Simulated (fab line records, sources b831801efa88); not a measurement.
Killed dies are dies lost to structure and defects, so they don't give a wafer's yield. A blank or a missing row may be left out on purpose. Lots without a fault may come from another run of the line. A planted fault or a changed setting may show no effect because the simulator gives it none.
A struck lot beside a sound one | flow sfq_line | 14 steps out of a route of 325
Sound: wafers L751.1, L751.4, L751.5. Struck: wafer L755.1. (L755.2, L755.4 of the same lot were not struck and are left out.) The cause comes at the end.
At each step with rows: each side's tool, then ch and its chambers, then its first start. Under that, the readings that differ: sound wafers | struck wafers | difference of the means | sigmas: that difference in standard deviations of wafers without a fault.
alike: readings whose means differ by less than 2 such deviations, and words and numbers that are the same on both sides. not compared: withheld readings, readings that some wafer has no value for, bounds like >300 that may hide the same value, and numbers for which the record gives no deviation and whose values overlap.
The two part at a step that has a row with sigmas, a row that says differs or no value, or rows on one side only. Numbers that don't overlap but have no deviation are shown without sigmas and don't part them. A reading that every wafer of one side lacks parts them only if that side has two wafers or more.

first, 1 step without rows for these wafers: SFQ_TRILAYER_M3_STRIP_SOLV_CLEAN_080 (cleans in NMP, time 600 s).
SFQ_TRILAYER_I3_DEP_PECVD_081: deposits SiO2 from SiH4/N2O, time 111.11 s, target thk 500 nm.
  sound on pecvd-01 ch 0,1,2, day 51 14:35; struck on pecvd-02 ch 1, day 52 01:23
  alike: heater_power_w, rf_fwd_power_W, throttle_valve_pct
SFQ_TRILAYER_I3_CMP_CMP_082: polishes SiO2.
  sound on cmp-02 ch 1,2,3, day 52 01:59; struck on cmp-02 ch 1, day 52 13:59
  reading             | sound          | struck | difference | sigmas
  motor_current_A (A) | 10.2 10.1 13.0 | 13.8   | +2.7       | +2
  alike: time_to_endpoint_s
SFQ_I3_BOW_MEAS_922:
  sound on film_metro-02, day 52 04:29; struck on film_metro-02, day 52 16:29
  alike: I3_BOW
SFQ_TRILAYER_I3_METRO_MEASURE_083:
  sound on film_metro-02, day 52 04:37; struck on film_metro-02, day 52 16:37
  alike: thk_nm
then, 6 steps without rows for these wafers: SFQ_TRILAYER_I3_VIA_LITHO_COAT_090 (resist thk 62 nm); SFQ_TRILAYER_I3_VIA_LITHO_COAT_085 (resist thk 650 nm); SFQ_TRILAYER_I3_VIA_LITHO_SOFTBAKE_089; SFQ_TRILAYER_I3_VIA_LITHO_EXPOSE_086 (exposes mask I3, target cd 500 nm); SFQ_TRILAYER_I3_VIA_LITHO_PEB_088 (peb time 60 s); SFQ_TRILAYER_I3_VIA_LITHO_DEVELOP_087 (time 60 s).
-- the record jumps here: 4 days lie between the struck wafers' starts before and after --
SFQ_I3_OVL_MEAS_923:
  sound on overlay-02, day 56 19:08; struck on overlay-02, day 57 03:32
  alike: I3_OVL
SFQ_TRILAYER_I3_VIA_BARC_OPEN_VIA_ETCH_121: etches BARC in O2, target depth 125 nm, time 41.7 s.
  sound on rie_diel-04 ch 1,3, day 56 19:10; struck on rie_diel-04 ch 2, day 57 03:34
  reading               | sound             | struck | difference | sigmas
  oes_product_au (a.u.) | 0.699 0.689 0.691 | 0.664  | -0.029     | -6
  run_length_s (s)      | 70.5 70.2 69.6    | 72.6   | +2.5       | +6
  alike: drypump_motor_current_A, rf_fwd_power_W
  not compared: rf_hours_counter_h
SFQ_TRILAYER_I3_VIA_ETCH_VIA_ETCH_088: etches SiO2 in CHF3, stops on Nb, target depth 260 nm.
  sound on rie_diel-04 ch 1,3, day 56 19:13; struck on rie_diel-04 ch 2, day 57 03:37
  reading            | sound             | struck | difference | sigmas
  rf_fwd_power_W (W) | 498.3 497.1 499.5 | 493.7  | -4.6       | -3
  alike: drypump_motor_current_A, oes_product_au

WHERE THEY PART
First at SFQ_TRILAYER_I3_CMP_CMP_082; last, within this record, at SFQ_TRILAYER_I3_VIA_ETCH_VIA_ETCH_088.

WHY: what the simulator had put in
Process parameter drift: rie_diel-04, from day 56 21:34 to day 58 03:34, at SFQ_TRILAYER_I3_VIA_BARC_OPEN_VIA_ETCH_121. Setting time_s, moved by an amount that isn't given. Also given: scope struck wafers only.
